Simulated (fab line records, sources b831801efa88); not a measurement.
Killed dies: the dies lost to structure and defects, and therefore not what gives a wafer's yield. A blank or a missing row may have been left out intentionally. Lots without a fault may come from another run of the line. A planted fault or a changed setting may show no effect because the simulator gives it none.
A lot that was struck, set against a sound lot	flow gf180mcu	15 steps out of a route of 602
Sound: wafers L624.2, L624.3, L624.6. Struck: wafers L636.2, L636.4, L636.5. At the end, the cause is stated.
For every step that has rows: the tool of each side, followed by ch and its chambers, followed by its first start. Under that, the readings that differ: sound wafers	struck wafers	difference of the means	sigmas: that difference in standard deviations of wafers without a fault.
alike: same words and numbers on both sides, and readings whose means sit less than 2 such deviations apart. not compared: any withheld reading, any reading some wafer has no value for, any bound like >300 that may hide the same value, and any number with overlapping values for which the record gives no deviation.
Wherever a step has rows on one side only, a row that says differs or no value, or a row with sigmas, the two part there. When numbers do not overlap yet have no deviation, they are printed without sigmas and do not part them. A reading that every wafer of one side lacks parts them only if that side has two wafers or more.

first, 4 steps without rows for these wafers: GF_V2_SOFTBAKE_10 (time 60 s); GF_V2_EXPOSE_11 (exposes mask Via2, target cd 260 nm); GF_V2_PEB_12 (peb time 90 s); GF_V2_DEVELOP_13 (develop time 60 s).
GF_V2_CD_MEAS_14: the cd target is 260 nm.
  struck on cd sem-02, day 25 14:10; sound on cd sem-01, day 21 08:28
  alike: cd nm
GF_V2_OVL_MEAS_15:
  struck on overlay-01, day 25 14:16; sound on overlay-02, day 21 08:34
reading	sound	struck	difference	sigmas
V2_OVL (nm)	-8 -1 -3	6 7 8	+11	+2
GF_V2_ETCH_16: etches BARC in N2/H2.
  sound on rie diel-03 ch 1,3, day 21 08:36; struck on rie diel-03 ch 0,1, day 25 14:18
  alike: drypump motor current A, oes product au, rf fwd power W, throttle valve pct
GF_V2_ETCH_17: etches SiO2 in C4F8/O2/Ar, stops on TiN, target depth 630 nm.
  sound on rie diel-03 ch 1,3; struck on rie diel-03 ch 0,1
  alike: oes product au, rf fwd power W
GF_V2_STRIP_18: strips in O2/N2.
  sound on plasma asher-02 ch 0,1, day 21 08:44; struck on plasma asher-01 ch 1, day 25 14:26
  alike: drypump motor current A, heater power w, oes product au
  not compared: rf hours counter h
then, 2 steps without rows for these wafers: GF_V2_STRIP_19 (strips in post etch residue remover, time 1200 s); GF_V2_CLEAN_20 (cleans in DIW).
GF_V2_SPUTTER_21: material Ti, target thk 15 nm, time 80.02 s.
  struck on pvd sputter-03, day 25 14:58; sound on pvd sputter-03, day 21 09:17
  alike: chamber pressure pa, throttle valve pct
GF_V2_SPUTTER_22: material TiN, target thk 10 nm, time 40 s.
  struck on pvd sputter-03, day 25 15:02; sound on pvd sputter-03, day 21 09:22
reading	sound	struck	difference	sigmas
model.TiN_of_V2_SPUTTER_22.thk nm (nm)	9.866 9.938 9.774	14.62 14.73 14.75	+4.84	
  alike: chamber pressure pa, throttle valve pct
GF_V2_CVD_23: deposits W, target thk 350 nm, time 104.94 s.
  sound on cvd w-01 ch 0,1, day 21 09:23; struck on cvd w-01 ch 1, day 25 15:06
  alike: heater power w
GF_PASSIVATION_PROBE_99:
  the record has rows for the sound wafers here (prober-01, day 29 19:40) and none for the struck ones

## WHERE THEY PART
Last at GF_PASSIVATION_PROBE_99 as far as this record goes, first at GF_V2_OVL_MEAS_15.

WHY: the cause the simulator had injected
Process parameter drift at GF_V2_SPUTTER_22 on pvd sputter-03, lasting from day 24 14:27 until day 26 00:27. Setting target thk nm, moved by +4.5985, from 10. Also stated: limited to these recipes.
